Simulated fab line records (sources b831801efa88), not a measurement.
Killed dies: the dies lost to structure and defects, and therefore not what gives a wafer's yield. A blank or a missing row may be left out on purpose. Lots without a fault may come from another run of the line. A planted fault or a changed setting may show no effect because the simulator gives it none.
Problem report, 8D (eight disciplines) form, completed by code	flow sky130	the parts of the form that need people (team, actions taken, sign-off) are left out

== 1. THE PROBLEM ==
Wafers free of any fault read 625.4 ohm/sq (standard deviation 1.7) for NWELL_RS at SKY_NWELL_RS_MEAS_29, against a mean of 614.5 ohm/sq on 6 wafers of 2 lots. Measured from the usual mean, that is -6.4 standard deviations.
The step: measures by four-point-probe.
Seen first at day 7 07:53 on film-metro-03, wafer L649.2. The record has a number at this step for 36 wafers belonging to 12 lots. Rule for "out" (also "out of limits"): further than 4 standard deviations from the usual mean. The rest of the wafers with a number are treated as sound.

== 2. WHAT IT IS; WHAT IT IS NOT ==
question	is	is not
which readings at this step	NWELL_RS	-
which lots	L649, L650	L642, L643, L645, L659, L660, L661, L662, L663, L664, L665
which wafers of those lots	all that have a number	-
read on which gauges	film-metro-03	film-metro-01, film-metro-04
when	from day 7 07:53	up to then (9 sound wafers); but 21 sound wafers of L659, L660, L661, L662, L663, L664, L665 came after

== 3. SUSPECTS, AND WHAT RULES EACH OUT ==
Counting: any tool at a process step up to the reading is kept as a suspect provided that every lot that is out went through it and no sound lot did after the first of them.
- the gauge at SKY_NWELL_RS_MEAS_29 has been ruled out. All the wafers that are out were read on film-metro-03, but those of them that SKY_NWELL_IMPLANT_11 has rows for are out there too, on other tools.
- rie-diel-01 at SKY_FIELD_ISO_ETCH_14 (etches BARC in N2/H2, stops on SiO2, time 45.9 s, target depth 60 nm): ruled out as a lasting fault. The sound lots L660, L661, L662, L663 went through it after L649, its earliest lot that is out (day 3 21:11).
- implanter-02 at SKY_NWELL_IMPLANT_11: kept. Every lot that is out went through it, starting with L649 (day 6 11:20), and after that it ran no sound lot; the last sound lot it ran before then is L643 (day 4 21:01). Its own readings are out on those wafers: dose-ions-cm2.
After counting, what remains is implanter-02 at SKY_NWELL_IMPLANT_11.

== 4. THE CAUSE (what the simulator had put in) ==
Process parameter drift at SKY_NWELL_IMPLANT_11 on implanter-02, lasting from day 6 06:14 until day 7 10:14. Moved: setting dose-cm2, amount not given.
The count eliminated every tool but this one.

== 5. THE CHAIN OF EFFECTS, in route order ==
Each row: a reading whose mean over the struck wafers that have a number lies more than 3 standard deviations from the usual. Only readings whose record carries a usual standard deviation are examined. hours: median over the lots of the time between each lot's start at the first step of this table that gives one and its start at this step. sigmas: the change, counted in usual standard deviations.
hours	step	reading	usual	on struck wafers	change	sigmas
0	SKY_NWELL_IMPLANT_11	dose-ions-cm2	1.8996e+13	1.9647e+13	+6.5067e+11	+33
21	SKY_NWELL_RS_MEAS_29	NWELL_RS	625.4 ohm/sq	614.5	-10.9	-6.4
Here are the process steps it includes:
- SKY_NWELL_IMPLANT_11
At these later measuring or inspecting steps, every struck wafer for which the step has a row has a number for every such reading, and none has moved that far: SKY_LOCAL_INTERCONNECT_CD_MEAS_11, SKY_LOCAL_INTERCONNECT_OVL_MEAS_12.

== 6. HOW IT WOULD HAVE BEEN CAUGHT EARLIER ==
Counted from the fault's start at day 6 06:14, it took 26 hours until the first out-of-limits reading at a measuring or inspecting step in this record, taken at day 7 07:53.
Tool's own readings at SKY_NWELL_IMPLANT_11, dose-ions-cm2: out on all struck wafers the step has rows for; an alarm limit on them would have tripped on the first.
All the lots that are out (2) had begun SKY_NWELL_IMPLANT_11 on implanter-02 by day 7 07:53. Holding the tool at that point would not have protected any of them.
